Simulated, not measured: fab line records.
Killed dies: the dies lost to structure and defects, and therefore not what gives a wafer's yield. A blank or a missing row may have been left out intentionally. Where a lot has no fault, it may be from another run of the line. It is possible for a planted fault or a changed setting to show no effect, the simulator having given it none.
A single fault, viewed from 2 desks || flow sky130 || only its own numbers are on each desk; what lay behind them is given at the end

METROLOGY DESK
Means of the sampled wafers that have a number, per lot and without regard to the tool the lot ran on: this is what the gauges read. If a lot's mean is further than 4 standard deviations from the usual mean, the lot is out of limits and carries the mark OUT (the distance appears in the brackets).
Columns: A = VT_ADJUST_NCORE_OVL at SKY_VT_ADJUST_NCORE_OVL_MEAS_08, usual 0.7 nm; B = cd-nm at SKY_SONOS_TUNNEL_CD_MEAS_07, usual 409.2 nm; C = SONOS_ONO_CVD_04_THK at SKY_SONOS_ONO_THK_MEAS_05, usual 5.71 nm
{"lot": "L143", "first seen here": "day 9 02:35", "A": 1.6, "B": 412.0, "C": 5.58}
{"lot": "L144", "first seen here": "day 9 15:38", "A": 1.7, "B": 408.0, "C": 5.78}
{"lot": "L146", "first seen here": "day 10 05:23", "A": 0.4, "B": 408.9, "C": 5.55}
{"lot": "L147", "first seen here": "day 10 09:41", "A": 1.4, "B": 409.7, "C": 5.72}
{"lot": "L149", "first seen here": "day 10 20:34", "A": 1.8, "B": 408.2, "C": 5.75}
{"lot": "L152", "first seen here": "day 11 18:11", "A": 2.2, "B": 411.3, "C": 5.76}
{"lot": "L154", "first seen here": "day 12 06:53", "A": 2.4, "B": 409.0, "C": "6.33 (+5.6) OUT"}
{"lot": "L162", "first seen here": "day 14 13:40", "A": -0.5, "B": 406.2, "C": 5.90}
{"lot": "L164", "first seen here": "day 15 10:50", "A": 3.0, "B": 406.8, "C": 5.87}
{"lot": "L165", "first seen here": "day 15 12:01", "A": 0.6, "B": 408.9, "C": 5.69}
{"lot": "L166", "first seen here": "day 15 23:19", "A": 1.0, "B": 411.7, "C": 5.82}
This desk's finding: out of limits on L154; first on L154, day 16 02:28 (SONOS_ONO_CVD_04_THK at SKY_SONOS_ONO_THK_MEAS_05). L143, L144, L146, L147, L149, L152, L162, L164, L165, L166: within limits.

AT THE TOOL OWNER'S DESK: lpcvd-03
The tool's own readings at SKY_SONOS_ONO_CVD_04 (deposits SiO2 from SiH4/N2O, target thk 5.7199 nm): means of the sampled wafers that have a number, for each lot that ran on this tool. If a lot's mean is further than 4 standard deviations from the usual mean, the lot is out of limits and carries the mark OUT (the distance appears in the brackets). It has 8 readings, of which 7 appear: the earliest out of limits, and the ones furthest out on some lot.
Columns: A = spike-tc-bottom-C at SKY_SONOS_ONO_CVD_04, usual 919.9 C; B = spike-tc-centre-C at SKY_SONOS_ONO_CVD_04, usual 898.9 C; C = spike-tc-lower-C at SKY_SONOS_ONO_CVD_04, usual 900.4 C; D = spike-tc-top-C at SKY_SONOS_ONO_CVD_04, usual 909.5 C; E = spike-tc-upper-C at SKY_SONOS_ONO_CVD_04, usual 901.1 C; F = susceptor-temp-C at SKY_SONOS_ONO_CVD_04, usual 900.0 C; G = zone-power-centre-pct at SKY_SONOS_ONO_CVD_04, usual 20.1 %
{"lot": "L143", "first seen here": "day 12 07:17", "A": 921.3, "B": 898.5, "C": 900.4, "D": 909.4, "E": 900.9, "F": 899.9, "G": 19.0}
{"lot": "L144", "first seen here": "day 12 18:19", "A": 918.7, "B": 899.2, "C": 901.4, "D": 908.6, "E": 902.4, "F": 900.1, "G": 21.7}
{"lot": "L146", "first seen here": "day 13 09:31", "A": 920.5, "B": 899.1, "C": 899.6, "D": 908.3, "E": 900.0, "F": 900.1, "G": 19.1}
{"lot": "L147", "first seen here": "day 13 15:59", "A": 920.2, "B": 897.5, "C": 900.0, "D": 910.2, "E": 900.7, "F": 900.2, "G": 19.1}
{"lot": "L149", "first seen here": "day 14 03:02", "A": 918.4, "B": 899.5, "C": 900.1, "D": 909.3, "E": 902.1, "F": 900.5, "G": 21.4}
{"lot": "L152", "first seen here": "day 15 04:46", "A": 920.0, "B": 899.8, "C": 901.1, "D": 909.1, "E": 900.7, "F": 899.4, "G": 19.1}
{"lot": "L154", "first seen here": "day 16 01:13", "A": "924.9 (+4.1) OUT", "B": "905.4 (+6.6) OUT", "C": "906.2 (+6.0) OUT", "D": "914.6 (+4.7) OUT", "E": "907.7 (+6.0) OUT", "F": "905.7 (+16) OUT", "G": 22.0}
{"lot": "L162", "first seen here": "day 18 12:13", "A": 918.8, "B": 899.1, "C": 900.4, "D": 908.4, "E": 901.3, "F": 900.0, "G": 21.9}
{"lot": "L164", "first seen here": "day 19 09:20", "A": 918.2, "B": 898.7, "C": 899.9, "D": 908.8, "E": 901.3, "F": 899.6, "G": 21.7}
{"lot": "L165", "first seen here": "day 19 10:35", "A": 919.2, "B": 898.2, "C": 900.5, "D": 909.9, "E": 901.4, "F": 900.1, "G": 21.8}
{"lot": "L166", "first seen here": "day 19 21:32", "A": 920.1, "B": 898.9, "C": 900.6, "D": 909.7, "E": 901.2, "F": 899.7, "G": 21.7}
This desk's verdict: out of limits on L154, starting with L154 at day 16 01:13 (spike-tc-bottom-C at SKY_SONOS_ONO_CVD_04). L143, L144, L146, L147, L149, L152, L162, L164, L165, L166: within limits.

BROUGHT TOGETHER
The tool owner's desk had the chance to raise an alarm at day 16 01:13 on L154.
Metrology desk: alarm possible at day 16 02:28 on L154.
SKY_SONOS_ONO_CVD_04 was run on lpcvd-03 by each of the lots named.

WHAT HAD BEEN PUT IN BY THE SIMULATOR
lpcvd-03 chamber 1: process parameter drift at SKY_SONOS_ONO_CVD_04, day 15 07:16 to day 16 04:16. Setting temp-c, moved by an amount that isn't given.
Shown lots that were struck: L154.
Time in hours from fault onset to the first out-of-limits reading at each desk: tool owner's desk 18, metrology desk 19.
